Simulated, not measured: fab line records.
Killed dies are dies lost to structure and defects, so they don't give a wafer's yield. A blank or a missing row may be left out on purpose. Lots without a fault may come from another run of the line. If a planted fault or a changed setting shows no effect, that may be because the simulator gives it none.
Check for tools in common | flow gf180mcu | Sampled: 12 lots, 42 wafers

REASON IT WAS OPENED
GF_POLY_GATE_THK_MEAS_01, reading POLY_GATE_CVD_00_THK: flagged on 2 of 12 lots. Wafers without a fault read 200.2 nm, standard deviation 2.
Rule: a lot is flagged when every wafer of it that has a number lies more than 4 standard deviations from that mean, or none has a number. The other lots count as sound.

lot  | measured     | on           | POLY_GATE_CVD_00_THK (nm), wafer by wafer | flag
L896 | day 8 14:20  | filmMetro-01 | 198.0 198.5 197.3                         | 
L897 | day 8 18:32  | filmMetro-01 | 196.5 196.8 198.4                         | 
L899 | day 9 05:21  | filmMetro-03 | 199.7 199.6 199.0                         | 
L906 | day 11 05:55 | filmMetro-03 | 165.8 166.3 168.1 165.8 166.1 168.0       | FLAGGED
L907 | day 11 14:54 | filmMetro-03 | 164.9 164.9 163.8 164.8 164.9 163.6       | FLAGGED
L912 | day 13 02:25 | filmMetro-03 | 202.8 201.0 201.3                         | 
L913 | day 13 06:11 | filmMetro-03 | 200.1 202.5 202.8                         | 
L914 | day 13 11:56 | filmMetro-03 | 202.3 200.3 202.1                         | 
L915 | day 13 17:52 | filmMetro-02 | 199.6 199.0 198.3                         | 
L916 | day 13 22:53 | filmMetro-03 | 200.5 200.3 201.1                         | 
L917 | day 14 07:25 | filmMetro-02 | 201.9 203.2 202.7                         | 
L919 | day 15 06:49 | filmMetro-02 | 201.0 199.1 202.4                         | 
The mean of the flagged lots' numbers is 165.6 nm, -34.6 nm from the usual (-17 standard deviations).

WHICH TOOL RAN EACH LOT
The record keeps 1 process step preceding the reading, out of 602 steps on the route. Every cell lists first the tool, next ch and the chambers used by the sampled wafers, and last the start.
lot  | flag    | GF_POLY_GATE_CVD_00
L896 |         | lpcvd-02 ch 0, day 8 12:59
L897 |         | lpcvd-02 ch 0, day 8 17:13
L899 |         | lpcvd-02 ch 0, day 9 04:01
L906 | FLAGGED | lpcvd-02 ch 1, day 11 04:34
L907 | FLAGGED | lpcvd-02 ch 1, day 11 13:34
L912 |         | lpcvd-01 ch 1, day 13 01:04
L913 |         | lpcvd-01 ch 0, day 13 04:50
L914 |         | lpcvd-01 ch 0, day 13 10:37
L915 |         | lpcvd-01 ch 0, day 13 16:31
L916 |         | lpcvd-01 ch 0, day 13 21:32
L917 |         | lpcvd-01 ch 0, day 14 06:04
L919 |         | lpcvd-01 ch 1, day 15 05:29
What the steps here do:
- GF_POLY_GATE_CVD_00: deposits poly-Si, target thk 200 nm, time 1200 s.
- GF_POLY_GATE_THK_MEAS_01

FLAGGED AGAINST TOTAL, ONE TOOL AT A TIME (gauges that did the reading follow at the end)
step                     | tool         | lots run | flagged | share of the flagged lots | sound lots run after its first flagged lot
GF_POLY_GATE_CVD_00      | lpcvd-01     | 7        | 0       | none                      | -
GF_POLY_GATE_CVD_00      | lpcvd-02     | 5        | 2       | all                       | 0
GF_POLY_GATE_THK_MEAS_01 | filmMetro-01 | 2        | 0       | none                      | -
GF_POLY_GATE_THK_MEAS_01 | filmMetro-02 | 3        | 0       | none                      | -
GF_POLY_GATE_THK_MEAS_01 | filmMetro-03 | 7        | 2       | all                       | 4 (L912,L913,L914,L916)

THE TABLE: WHAT IT ALLOWS
Every flagged lot went through 2 rows of the table: lpcvd-02 at GF_POLY_GATE_CVD_00 and filmMetro-03 at GF_POLY_GATE_THK_MEAS_01.
- lpcvd-02 at GF_POLY_GATE_CVD_00: 2 of its 5 lots flagged. Its last sound lot is L899 (day 9 04:01), its first flagged lot L906 (day 11 04:34): a fault that began between those two fits.
- filmMetro-03 at GF_POLY_GATE_THK_MEAS_01: 2 of its 7 lots flagged. Sound lots ran on it after the first flagged one (L912, L913, L914, L916), which a lasting fault on the whole tool wouldn't allow.
lpcvd-02 at GF_POLY_GATE_CVD_00 is the single tool remaining.

WHAT THE SIMULATOR HAD INSERTED
Site profile drift: lpcvd-02, from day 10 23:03 on, at GF_POLY_GATE_CVD_00. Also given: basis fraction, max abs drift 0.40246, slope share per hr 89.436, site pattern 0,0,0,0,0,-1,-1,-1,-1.
Lots struck among those shown: L906, L907. This agrees with what the rule above found.
